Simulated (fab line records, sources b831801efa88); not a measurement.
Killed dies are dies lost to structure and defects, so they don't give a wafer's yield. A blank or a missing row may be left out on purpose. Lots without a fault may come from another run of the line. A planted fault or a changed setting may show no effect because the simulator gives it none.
One fault seen from 2 desks | flow sky130 | each desk has only its own numbers; what lay behind them comes last

THE TOOL OWNER'S DESK: implanter-01
The tool's own readings at SKY_SD_N_IMPLANT_09: means of the sampled wafers that have a number, for each lot that ran on this tool. A lot is out of limits, marked OUT, if its mean lies more than 4 standard deviations from the usual mean; the brackets give that distance.
Columns: A = beam_energy_keV at SKY_SD_N_IMPLANT_09, usual 49.997; B = dose_ions_cm2 at SKY_SD_N_IMPLANT_09, usual 4e+15
lot  | first seen here | A                        | B
L458 | day 29 03:44    | 50.002                   | 4e+15
L462 | day 30 13:55    | 31.557 (-99 or more) OUT | 4e+15
L460 | day 30 15:53    | 31.564 (-99 or more) OUT | 4e+15
L475 | day 34 10:52    | 50.001                   | 4e+15
This desk's finding: out of limits on L460, L462; first on L462, day 30 13:55 (beam_energy_keV at SKY_SD_N_IMPLANT_09). In limits: L458, L475.

THE METROLOGY DESK
What the gauges read, lot by lot, whatever tool the lot ran on: means of the sampled wafers that have a number. A lot is out of limits, marked OUT, if its mean lies more than 4 standard deviations from the usual mean; the brackets give that distance.
Columns: A = POLY_CUT_OVL at SKY_POLY_CUT_OVL_MEAS_09, usual 1 nm; B = SD_N_TW at SKY_SD_N_TW_MEAS_12, usual 4028; C = SD_N_RS at SKY_SD_N_RS_MEAS_16, usual 68.50 ohm/sq
lot  | first seen here | A  | B              | C
L456 | day 24 16:19    | -1 | 3991           | 68.47
L458 | day 25 11:41    | 0  | 3985           | 68.61
L462 | day 26 23:14    | 1  | 3596 (-14) OUT | 84.17 (+99 or more) OUT
L461 | day 27 00:43    | -3 | 4031           | 68.49
L460 | day 27 02:02    | -1 | 3587 (-14) OUT | 84.09 (+99 or more) OUT
L465 | day 28 04:08    | 3  | 4054           | 68.61
L473 | day 30 14:49    | -1 | 4046           | 68.56
L474 | day 30 21:40    | -6 | 4039           | 68.56
L475 | day 31 01:28    | 0  | 4020           | 68.54
L476 | day 31 16:23    | -3 | 4041           | 68.54
This desk's finding: out of limits on L460, L462; first on L462, day 30 14:19 (SD_N_TW at SKY_SD_N_TW_MEAS_12). In limits: L456, L458, L461, L465, L473, L474, L475, L476.

PUT TOGETHER
The tool owner's desk could have raised an alarm at day 30 13:55, on L460, L462.
The metrology desk could have raised an alarm at day 30 14:19, on L460, L462.
Of the lots named, all ran SKY_SD_N_IMPLANT_09 on implanter-01.

WHAT THE SIMULATOR HAD PUT IN
Process parameter drift: implanter-01, from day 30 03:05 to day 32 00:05, at SKY_SD_N_IMPLANT_09. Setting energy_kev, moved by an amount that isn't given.
Lots struck among those shown: L460, L462.
Hours from the fault's start to each desk's first reading out of limits: the tool owner's desk, 11; the metrology desk, 11.
